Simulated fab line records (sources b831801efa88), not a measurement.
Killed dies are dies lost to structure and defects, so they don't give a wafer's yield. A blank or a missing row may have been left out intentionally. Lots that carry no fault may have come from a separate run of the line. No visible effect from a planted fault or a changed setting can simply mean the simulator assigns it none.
Which tool did it? / flow gf180mcu / 39 wafers from 13 lots sampled at 5 of the route's 602 steps

WHAT THE GAUGES SHOWED, per wafer
GF_HV_LDD_TW_MEAS_23.
lot=L839; measured=day 11 06:14; on=film_metro-02; HV_LDD_2_TW=1059 1056 1058
lot=L841; measured=day 11 17:22; on=film_metro-04; HV_LDD_2_TW=1069 1066 1068
lot=L842; measured=day 12 02:33; on=film_metro-04; HV_LDD_2_TW=1068 1063 1067
lot=L843; measured=day 12 06:15; on=film_metro-02; HV_LDD_2_TW=1052 1058 1058
lot=L844; measured=day 12 09:58; on=film_metro-01; HV_LDD_2_TW=1059 1058 1063
lot=L850; measured=day 14 12:50; on=film_metro-01; HV_LDD_2_TW=1064 1065 1065
lot=L851; measured=day 14 20:59; on=film_metro-02; HV_LDD_2_TW=1058 1063 1062
lot=L856; measured=day 16 10:50; on=film_metro-02; HV_LDD_2_TW=1055 1062 1054
lot=L857; measured=day 16 23:07; on=film_metro-04; HV_LDD_2_TW=1064 1065 1053
lot=L858; measured=day 17 10:01; on=film_metro-04; HV_LDD_2_TW=1067 1064 1068
lot=L859; measured=day 17 14:23; on=film_metro-04; HV_LDD_2_TW=1068 1064 1064
lot=L860; measured=day 18 01:09; on=film_metro-02; HV_LDD_2_TW=1051 1055 1052
lot=L861; measured=day 18 09:16; on=film_metro-04; HV_LDD_2_TW=1063 1061 1064

GF_NSD_OVL_MEAS_08.
lot=L839; measured=day 13 20:36; on=overlay-01; NSD_OVL (nm)=-3.4 -1.5 -2.5
lot=L841; measured=day 14 09:02; on=overlay-02; NSD_OVL (nm)=-3.2 -0.7 -1.9
lot=L842; measured=day 14 19:12; on=overlay-02; NSD_OVL (nm)=-2.3 -1.6 -2.7
lot=L843; measured=day 14 23:01; on=overlay-01; NSD_OVL (nm)=2.2 0.7 1.2
lot=L844; measured=day 15 03:36; on=overlay-01; NSD_OVL (nm)=0.0 0.5 -2.2
lot=L850; measured=day 17 09:28; on=overlay-02; NSD_OVL (nm)=-1.2 0.1 -0.3
lot=L851; measured=day 17 17:01; on=overlay-02; NSD_OVL (nm)=-1.5 0.1 0.3
lot=L856; measured=day 19 10:34; on=overlay-02; NSD_OVL (nm)=-1.8 -1.9 -1.0
lot=L857; measured=day 19 22:41; on=overlay-02; NSD_OVL (nm)=-2.3 -1.5 -2.5
lot=L858; measured=day 20 11:22; on=overlay-02; NSD_OVL (nm)=2.6 0.0 -0.1
lot=L859; measured=day 20 15:28; on=overlay-01; NSD_OVL (nm)=0.7 0.7 -0.4
lot=L860; measured=day 21 03:56; on=overlay-01; NSD_OVL (nm)=-1.7 0.8 -3.0
lot=L861; measured=day 21 13:50; on=overlay-02; NSD_OVL (nm)=-0.4 -2.0 -1.6

GF_PSD_RS_MEAS_14: the measuring method here is four-point-probe.
lot=L839; measured=day 14 17:32; on=film_metro-02; NSD_RS (ohm/sq)=46.22 46.15 46.17
lot=L841; measured=day 15 07:10; on=film_metro-03; NSD_RS (ohm/sq)=46.15 46.06 46.16
lot=L842; measured=day 15 17:38; on=film_metro-02; NSD_RS (ohm/sq)=46.10 45.98 45.97
lot=L843; measured=day 15 21:46; on=film_metro-02; NSD_RS (ohm/sq)=46.13 46.09 46.19
lot=L844; measured=day 16 02:37; on=film_metro-02; NSD_RS (ohm/sq)=46.08 46.11 46.10
lot=L850; measured=day 18 07:52; on=film_metro-03; NSD_RS (ohm/sq)=46.25 41.96 42.00
lot=L851; measured=day 18 15:41; on=film_metro-02; NSD_RS (ohm/sq)=41.97 42.06 42.06
lot=L856; measured=day 20 11:42; on=film_metro-03; NSD_RS (ohm/sq)=46.20 46.18 46.19
lot=L857; measured=day 20 23:22; on=film_metro-03; NSD_RS (ohm/sq)=46.07 46.27 46.14
lot=L858; measured=day 21 12:06; on=film_metro-03; NSD_RS (ohm/sq)=46.12 46.01 46.14
lot=L859; measured=day 21 16:11; on=film_metro-03; NSD_RS (ohm/sq)=46.13 46.03 46.06
lot=L860; measured=day 22 04:17; on=film_metro-02; NSD_RS (ohm/sq)=46.15 46.22 46.13
lot=L861; measured=day 22 14:13; on=film_metro-01; NSD_RS (ohm/sq)=46.14 46.10 46.20

GF_PSD_RS_MEAS_15: the measuring method here is four-point-probe.
lot=L839; measured=day 14 17:39; on=film_metro-02; PSD_RS (ohm/sq)=109.18 108.75 108.94
lot=L841; measured=day 15 07:17; on=film_metro-03; PSD_RS (ohm/sq)=108.79 108.72 108.68
lot=L842; measured=day 15 17:46; on=film_metro-02; PSD_RS (ohm/sq)=108.52 108.27 108.32
lot=L843; measured=day 15 21:53; on=film_metro-02; PSD_RS (ohm/sq)=108.62 108.64 108.81
lot=L844; measured=day 16 02:44; on=film_metro-02; PSD_RS (ohm/sq)=108.36 108.24 108.34
lot=L850; measured=day 18 07:59; on=film_metro-03; PSD_RS (ohm/sq)=108.95 101.62 101.70
lot=L851; measured=day 18 15:48; on=film_metro-02; PSD_RS (ohm/sq)=100.93 101.04 100.88
lot=L856; measured=day 20 11:49; on=film_metro-03; PSD_RS (ohm/sq)=108.44 108.63 108.42
lot=L857; measured=day 20 23:29; on=film_metro-03; PSD_RS (ohm/sq)=108.50 108.88 108.78
lot=L858; measured=day 21 12:13; on=film_metro-03; PSD_RS (ohm/sq)=108.55 108.37 109.08
lot=L859; measured=day 21 16:18; on=film_metro-03; PSD_RS (ohm/sq)=108.32 108.13 108.18
lot=L860; measured=day 22 04:25; on=film_metro-02; PSD_RS (ohm/sq)=108.55 108.86 108.92
lot=L861; measured=day 22 14:20; on=film_metro-01; PSD_RS (ohm/sq)=108.49 108.58 108.78

TOOL THAT RAN EACH LOT (tool first, then ch and the chambers of the sampled wafers, then the start)
lot=L839; GF_PSD_RTA_13=rtp_anneal-02 ch 0, day 14 17:26
lot=L841; GF_PSD_RTA_13=rtp_anneal-01 ch 0, day 15 07:04
lot=L842; GF_PSD_RTA_13=rtp_anneal-01 ch 0, day 15 17:33
lot=L843; GF_PSD_RTA_13=rtp_anneal-02 ch 0, day 15 21:41
lot=L844; GF_PSD_RTA_13=rtp_anneal-02 ch 0, day 16 02:31
lot=L850; GF_PSD_RTA_13=rtp_anneal-02 ch 0, day 18 07:47
lot=L851; GF_PSD_RTA_13=rtp_anneal-02 ch 0, day 18 15:35
lot=L856; GF_PSD_RTA_13=rtp_anneal-01 ch 0, day 20 11:36
lot=L857; GF_PSD_RTA_13=rtp_anneal-01 ch 0, day 20 23:17
lot=L858; GF_PSD_RTA_13=rtp_anneal-01 ch 0, day 21 12:01
lot=L859; GF_PSD_RTA_13=rtp_anneal-02 ch 0, day 21 16:05
lot=L860; GF_PSD_RTA_13=rtp_anneal-01 ch 0, day 22 04:12
lot=L861; GF_PSD_RTA_13=rtp_anneal-02 ch 0, day 22 14:08
- GF_PSD_RTA_13: time 20 s.

WHAT THE TOOLS THEMSELVES READ (means of the sampled wafers that have a number; where no wafer has one, the mark that the record gives instead)
GF_PSD_RTA_13.
lot=L839; tool=rtp_anneal-02; lamp_power_pct (%)=27.5; run_length_s (s)=49.1; wafer_temp_C_max=1028.2
lot=L841; tool=rtp_anneal-01; lamp_power_pct (%)=30.5; run_length_s (s)=49.4; wafer_temp_C_max=1035.2
lot=L842; tool=rtp_anneal-01; lamp_power_pct (%)=30.6; run_length_s (s)=49.4; wafer_temp_C_max=1031.6
lot=L843; tool=rtp_anneal-02; lamp_power_pct (%)=27.5; run_length_s (s)=49.0; wafer_temp_C_max=1028.8
lot=L844; tool=rtp_anneal-02; lamp_power_pct (%)=27.5; run_length_s (s)=49.1; wafer_temp_C_max=1028.6
lot=L850; tool=rtp_anneal-02; lamp_power_pct (%)=27.5; run_length_s (s)=64.1; wafer_temp_C_max=1028.7
lot=L851; tool=rtp_anneal-02; lamp_power_pct (%)=27.5; run_length_s (s)=71.6; wafer_temp_C_max=1030.0
lot=L856; tool=rtp_anneal-01; lamp_power_pct (%)=30.6; run_length_s (s)=49.4; wafer_temp_C_max=1032.7
lot=L857; tool=rtp_anneal-01; lamp_power_pct (%)=30.6; run_length_s (s)=49.4; wafer_temp_C_max=1032.5
lot=L858; tool=rtp_anneal-01; lamp_power_pct (%)=30.5; run_length_s (s)=49.3; wafer_temp_C_max=1032.2
lot=L859; tool=rtp_anneal-02; lamp_power_pct (%)=27.5; run_length_s (s)=49.2; wafer_temp_C_max=1028.9
lot=L860; tool=rtp_anneal-01; lamp_power_pct (%)=30.5; run_length_s (s)=49.3; wafer_temp_C_max=1032.6
lot=L861; tool=rtp_anneal-02; lamp_power_pct (%)=27.5; run_length_s (s)=49.1; wafer_temp_C_max=1028.9

THE ANSWER, worked out from the rows above alone
Rule: usual is defined by the lots themselves. The widest of any qualifying gaps counts: lots, ordered by their means at a reading, are off when they make up no more than a third of the lots, leave a main group of 4 or more, and stand apart from it by 3 or more times the standard deviation of that group's means. A main group is skipped when, at the precision printed for the reading in the tables above, its means are all equal. Also off: a lot with no number at a reading for which 4 or more lots have one. All remaining lots with rows at the step are treated as sound. First the gauges in route order, then the tools' own readings, where a lot's mean is used as printed above. The first step at which some lot is off is used, and at that step the reading that is off furthest; a lot without a number counts as furthest.
Off: L850, L851, seen at GF_PSD_RS_MEAS_14 (NSD_RS). Main group: mean 46.13 ohm/sq, sd 0.05.
A tool fits if, at a process step before that reading, it ran every lot that is off, and no sound lot after the first of them. Not tried: the gauges at GF_PSD_RS_MEAS_14; whatever is off there is also off at GF_PSD_RTA_13, on other tools, and gauge error can't account for it. No candidate that was tried fits.

WHAT THE SIMULATOR PUT IN
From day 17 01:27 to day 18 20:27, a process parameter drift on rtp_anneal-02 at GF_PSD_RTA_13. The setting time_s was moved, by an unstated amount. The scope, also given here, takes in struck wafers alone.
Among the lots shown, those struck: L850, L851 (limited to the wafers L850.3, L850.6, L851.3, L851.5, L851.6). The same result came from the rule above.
